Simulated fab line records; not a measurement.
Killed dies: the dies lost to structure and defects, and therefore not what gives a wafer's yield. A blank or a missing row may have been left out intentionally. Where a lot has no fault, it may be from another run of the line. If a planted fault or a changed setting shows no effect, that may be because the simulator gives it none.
fab line records	flow gf180mcu
record lots=12	wafers=35	last-day=34
route steps=602 shown CONTACT@309 V1@338
lots with no fault: from the same line, run without faults
start-h: start of the lot's first displayed wafer, in hours after the record's first day	wait-h: time in hours since the lot's previous step	" repeats the value in the row above	L1.1+2: a single row standing in for several wafers	- no value, or no start given	* or withheld: withheld	< > ~ a bound
route shown NAME@n: a module of which the file shows steps, and the number in the route of the first	usual: mean and standard deviation over wafers with no fault	same: alike in all rows	chamber/n: place in a boat	sites: per-site readings	_std_site: standard deviation across them	_edge_site: outer sites' mean less inner sites'	radius-mm: for every site, how far away it sits from the centre of the wafer	mask NAME#n: copy n	behind: tool/chamber where the wafer was last shaped	hold: reason for holding the lot/hours on hold/outcome of the hold	device: transistor that didn't switch, given as n, p or np	end of line: at the end of the route, the tests of the same wafers	a step without rows: its recipe alone	killed: not the wafer's yield, but the dies lost to structure and defects at the first sort	map: a wafer's dies, x killed, . not, _ none there
set.NAME: the setting as run; set.NAME@STEP: as run at that earlier step	model.NAME: the simulator's own value behind a step, which no gauge read
the route's steps for a sample of lots (tables are steps, rows are wafers)
services: the hour from which a tool's chamber was out of use, counted from the record's first day as start-h (under 0 if before that day), plus the number of hours and why
## steps
# step GF_CONTACT_SPUTTER_22
# recipe material=Ti	target-thk-nm=15	chamber-pressure-pa=5	power-w=2500	substrate-temp-c=200	time-s=80.02
# usual cathode-dc-power-W=2500.1/0.46	chamber-pressure-pa=4.999/0.0099	throttle-valve-pct=30.0/1.1
lot.wafer	tool	chamber	start-h	wait-h	cathode-dc-power-W	chamber-pressure-pa	throttle-valve-pct
L714.1	pvd-sputter-01	-	372.04	0.0	2498.9	4.992	28.4
L714.3	"	-	"	"	2500.5	4.982	29.5
L714.4	"	-	"	"	2500.3	4.996	29.1
L715.1	pvd-sputter-03	-	381.33	0.0	2500.6	5.008	30.4
L715.3	"	-	"	"	2499.8	4.987	28.8
L715.6	"	-	"	"	2500.1	5.013	30.6
L716.3	pvd-sputter-02	-	389.67	0.0	2500.2	5.008	29.1
L716.4	"	-	"	"	2500.9	4.985	30.9
L716.5	"	-	"	"	2500.2	5.008	29.0
L717.1	pvd-sputter-01	-	401.10	0.0	2500.1	5.017	28.4
L717.4	"	-	"	"	2500.0	5.002	29.6
L717.6	"	-	"	"	2499.9	5.000	29.5
L721.1	pvd-sputter-03	-	435.54	0.0	2500.3	5.000	30.4
L721.2	"	-	"	"	2500.3	5.001	29.1
L721.4	"	-	"	"	2500.2	5.007	30.3
L722.1	pvd-sputter-01	-	451.03	0.0	2500.2	5.011	29.4
L722.3	"	-	"	"	2500.2	5.001	28.5
L722.6	"	-	"	"	2500.3	4.986	28.6
L725.2	pvd-sputter-01	-	469.33	0.0	2501.1	5.017	28.8
L725.6	"	-	"	"	2500.2	5.017	29.1
L729.1	pvd-sputter-03	-	506.95	0.0	2499.4	4.980	32.8
L729.2	"	-	"	"	2499.8	5.001	30.5
L729.3	"	-	"	"	2499.7	4.992	30.1
L733.4	pvd-sputter-02	-	537.62	0.0	2499.8	4.985	30.2
L733.5	"	-	"	"	2500.1	4.984	31.1
L733.6	"	-	"	"	2499.9	4.995	29.1
L732.4	pvd-sputter-01	-	538.32	0.0	2499.5	4.994	28.7
L732.5	"	-	"	"	2499.1	5.002	28.9
L732.6	"	-	"	"	2499.3	5.005	30.5
L734.1	pvd-sputter-01	-	551.48	0.0	2501.0	5.005	29.4
L734.4	"	-	"	"	2500.3	4.998	29.4
L734.5	"	-	"	"	2500.4	5.001	30.5
L735.1	pvd-sputter-02	-	552.14	0.0	2499.9	4.972	30.2
L735.2	"	-	"	"	2500.1	4.986	31.2
L735.3	"	-	"	"	2500.0	4.993	31.2
# step GF_CONTACT_SPUTTER_23
# recipe material=TiN	target-thk-nm=10	chamber-pressure-pa=5	power-w=4121	time-s=40
# usual cathode-dc-power-W=4121.0/0.83	chamber-pressure-pa=5.002/0.0099	throttle-valve-pct=30.0/1.1
lot.wafer	tool	chamber	start-h	wait-h	cathode-dc-power-W	chamber-pressure-pa	throttle-valve-pct
L714.1	pvd-sputter-01	-	372.10	0.0	4121.3	4.998	28.5
L714.3	"	-	"	"	4121.7	5.011	29.4
L714.4	"	-	"	"	4120.5	5.001	29.0
L715.1	pvd-sputter-03	-	381.39	0.0	4120.9	4.986	30.4
L715.3	"	-	"	"	4119.1	4.992	29.1
L715.6	"	-	"	"	4120.4	5.004	30.5
L716.3	pvd-sputter-02	-	389.73	0.0	4120.0	5.002	28.6
L716.4	"	-	"	"	4121.7	5.011	31.3
L716.5	"	-	"	"	4120.6	5.009	29.2
L717.1	pvd-sputter-01	-	401.16	0.0	4121.6	4.996	28.8
L717.4	"	-	"	"	4120.3	4.984	29.5
L717.6	"	-	"	"	4121.2	5.012	29.5
L721.1	pvd-sputter-03	-	435.60	0.0	4119.4	4.993	30.6
L721.2	"	-	"	"	4119.6	5.020	29.0
L721.4	"	-	"	"	4120.3	5.013	30.2
L722.1	pvd-sputter-01	-	451.09	0.0	4120.7	5.003	29.3
L722.3	"	-	"	"	4121.1	5.016	28.6
L722.6	"	-	"	"	4121.5	5.003	28.7
L725.2	pvd-sputter-01	-	469.39	0.0	4122.4	5.013	29.1
L725.6	"	-	"	"	4122.0	5.008	28.9
L729.1	pvd-sputter-03	-	507.01	0.0	4121.8	5.005	33.1
L729.2	"	-	"	"	4120.4	4.989	30.6
L729.3	"	-	"	"	4121.7	4.982	29.9
L733.4	pvd-sputter-02	-	537.69	0.0	4120.2	5.002	30.3
L733.5	"	-	"	"	4120.7	4.988	31.0
L733.6	"	-	"	"	4121.2	4.990	29.2
L732.4	pvd-sputter-01	-	538.38	0.0	4122.8	5.005	28.8
L732.5	"	-	"	"	4122.4	4.996	28.8
L732.6	"	-	"	"	4122.2	4.996	30.3
L734.1	pvd-sputter-01	-	551.54	0.0	4120.1	5.004	29.0
L734.4	"	-	"	"	4121.0	5.015	29.3
L734.5	"	-	"	"	4121.3	5.015	30.5
L735.1	pvd-sputter-02	-	552.20	0.0	4122.1	5.004	30.1
L735.2	"	-	"	"	4121.6	4.969	30.9
L735.3	"	-	"	"	4120.1	4.992	31.0
# step GF_V1_THK_MEAS_03
# recipe reads=SiO2_of_V1_CVD_02
# usual V1_CVD_02_THK=852/12
lot.wafer	tool	chamber	start-h	wait-h	V1_CVD_02_THK[nm]
L714.1	film-metro-04	-	397.29	0.0	849
L714.3	"	-	"	"	869
L714.4	"	-	"	"	854
L715.1	film-metro-04	-	405.78	0.0	841
L715.3	"	-	"	"	836
L715.6	"	-	"	"	845
L716.3	film-metro-02	-	415.04	0.1	858
L716.4	"	-	"	"	842
L716.5	"	-	"	"	843
L717.1	film-metro-02	-	426.76	0.0	845
L717.4	"	-	"	"	859
L717.6	"	-	"	"	883
L721.1	film-metro-03	-	461.76	0.0	840
L721.2	"	-	"	"	833
L721.4	"	-	"	"	846
L722.1	film-metro-04	-	476.94	0.1	836
L722.3	"	-	"	"	833
L722.6	"	-	"	"	856
L725.2	film-metro-02	-	495.24	0.0	844
L725.6	"	-	"	"	857
L729.1	film-metro-03	-	531.61	0.0	834
L729.2	"	-	"	"	832
L729.3	"	-	"	"	835
L733.4	film-metro-04	-	562.32	0.0	844
L733.5	"	-	"	"	856
L733.6	"	-	"	"	844
L732.4	film-metro-03	-	562.97	0.0	856
L732.5	"	-	"	"	880
L732.6	"	-	"	"	862
L734.1	film-metro-04	-	575.25	0.0	850
L734.4	"	-	"	"	866
L734.5	"	-	"	"	856
L735.1	film-metro-03	-	576.05	0.0	832
L735.2	"	-	"	"	855
L735.3	"	-	"	"	837
# step GF_V1_CMP_04
# recipe material=SiO2	down-force-psi=4	platen-rpm=60	pad-velocity-m-s=0.94248
# usual motor-current-A=12.3/1.1	platen-rpm=60.00/0.045	time-to-endpoint-s=83/5.2
lot.wafer	tool	chamber	start-h	wait-h	motor-current-A	platen-rpm	time-to-endpoint-s
L714.4	cmp-01	1	397.35	0.0	11.0	60.01	79
L714.3	"	2	"	"	12.5	60.07	87
L714.1	"	0	"	"	13.2	60.03	83
L715.3	cmp-01	2	405.94	0.1	12.5	60.08	77
L715.1	"	3	"	"	13.3	59.94	79
L715.6	"	0	"	"	12.0	60.08	83
L716.4	cmp-01	1	415.18	0.1	10.8	59.93	76
L716.3	"	2	"	"	12.0	59.92	83
L716.5	"	3	"	"	13.2	60.03	81
L717.1	cmp-01	1	426.82	0.1	11.2	59.99	75
L717.4	"	3	"	"	13.7	59.88	83
L717.6	"	1	"	"	10.4	59.99	90
L721.2	cmp-02	1	461.82	0.0	11.5	60.01	72
L721.1	"	3	"	"	13.1	60.05	74
L721.4	"	0	"	"	14.6	59.95	74
L722.3	cmp-02	2	477.05	0.1	11.5	60.02	80
L722.1	"	0	"	"	13.5	60.01	74
L722.6	"	2	"	"	11.4	59.98	83
L725.2	cmp-01	2	495.39	0.1	12.4	59.98	103
L725.6	"	0	"	"	11.8	59.97	109
L729.1	cmp-01	2	531.67	0.1	12.1	60.04	100
L729.2	"	3	"	"	13.2	60.03	99
L729.3	"	0	"	"	12.9	59.93	100
L733.4	cmp-02	3	562.45	0.1	13.5	60.02	78
L733.6	"	1	"	"	11.3	59.97	83
L733.5	"	2	"	"	11.4	59.97	84
L732.4	cmp-02	0	563.10	0.1	13.7	60.02	76
L732.6	"	2	"	"	10.7	60.05	83
L732.5	"	3	"	"	13.4	59.95	93
L734.4	cmp-02	0	575.41	0.1	13.2	59.97	86
L734.1	"	1	"	"	12.0	60.00	83
L734.5	"	2	"	"	12.0	60.03	83
L735.2	cmp-02	2	576.12	0.0	10.7	60.02	83
L735.1	"	0	"	"	14.0	60.00	77
L735.3	"	1	"	"	12.1	60.00	80
# step GF_V1_ETCH_17
# recipe chemistry=C4F8/O2/Ar	mask-material=KrF	target=SiO2	stop-on=TiN	source-w=1500	bias-w=1200	pressure-mtorr=40	c4f8-flow-sccm=withheld	O2_flow_sccm=6	Ar_flow_sccm=300	time-s=withheld	target-depth-a=6300
# usual oes-product-au=0.856/0.0048
lot.wafer	tool	chamber	start-h	wait-h	oes-product-au
L714.1	rie-diel-01	0	-	-	0.862
L714.3	"	3	"	"	0.854
L714.4	"	1	"	"	0.862
L715.1	rie-diel-03	1	-	-	0.858
L715.3	"	0	"	"	0.856
L715.6	"	3	"	"	0.865
L716.3	rie-diel-01	2	-	-	0.845
L716.4	"	3	"	"	0.853
L716.5	"	3	"	"	0.850
L717.1	rie-diel-03	2	-	-	0.861
L717.4	"	1	"	"	0.851
L717.6	"	1	"	"	0.858
L721.1	rie-diel-03	1	-	-	0.854
L721.2	"	2	"	"	0.851
L721.4	"	3	"	"	0.865
L722.1	rie-diel-02	2	-	-	0.849
L722.3	"	1	"	"	0.857
L722.6	"	2	"	"	0.861
L725.2	rie-diel-03	1	-	-	0.909
L725.6	"	2	"	"	0.909
L729.1	rie-diel-02	1	-	-	0.906
L729.2	"	0	"	"	0.901
L729.3	"	2	"	"	0.912
L733.4	rie-diel-03	3	-	-	0.847
L733.5	"	2	"	"	0.854
L733.6	"	0	"	"	0.860
L732.4	rie-diel-01	3	-	-	0.853
L732.5	"	0	"	"	0.843
L732.6	"	1	"	"	0.860
L734.1	rie-diel-02	2	-	-	0.857
L734.4	"	1	"	"	0.852
L734.5	"	3	"	"	0.859
L735.1	rie-diel-03	3	-	-	0.849
L735.2	"	0	"	"	0.858
L735.3	"	0	"	"	0.854
## services
tool	chamber	start-h	hours	kind
rie-diel-03	0	354.51	2.3	repair
pvd-sputter-03	-	357.56	2.6	repair
cmp-01	-	360.82	12.8	pm
rie-diel-01	0	366.07	4.3	repair
cmp-01	-	375.87	3.5	repair
rie-diel-03	1	375.97	10.1	repair
cmp-01	-	379.67	2.1	repair
cmp-01	-	387.22	0.9	repair
rie-diel-01	3	391.23	7.3	repair
rie-diel-01	2	395.33	4.1	repair
cmp-01	-	399.80	5.3	pm
cmp-02	-	404.27	4.0	pm
rie-diel-02	0	408.95	6.5	repair
rie-diel-03	0	426.13	1.9	repair
pvd-sputter-03	-	444.15	9.1	repair
rie-diel-03	0	486.31	52.2	repair
cmp-02	-	493.99	3.3	repair
cmp-02	-	496.72	1.8	repair
cmp-02	-	541.03	0.5	repair
rie-diel-03	0	541.59	4.9	repair
pvd-sputter-01	-	552.55	1.5	repair
rie-diel-03	1	567.43	4.9	repair
cmp-01	-	572.00	4.0	pm
rie-diel-03	2	593.03	36.8	repair
## key
first-sign step=GF_V1_CMP_04	reading=time-to-endpoint-s	direction=up	sigmas=3.8	usual=*	struck=*
effect step=GF_V1_ETCH_17	reading=oes-product-au	direction=up	sigmas=11	usual=0.856	struck=0.908
met-at GF_V1_CMP_04
struck-lots L725,L729
not-acting-at GF_CONTACT_SPUTTER_22,GF_CONTACT_SPUTTER_23,GF_V1_THK_MEAS_03
onset-between 426.82 495.39
fault kind=process-parameter-drift	tool=cmp-01	chamber=-	onset-h=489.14	steps=GF_V1_CMP_04	channel=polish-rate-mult	offset=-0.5	shape=step	end-h=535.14
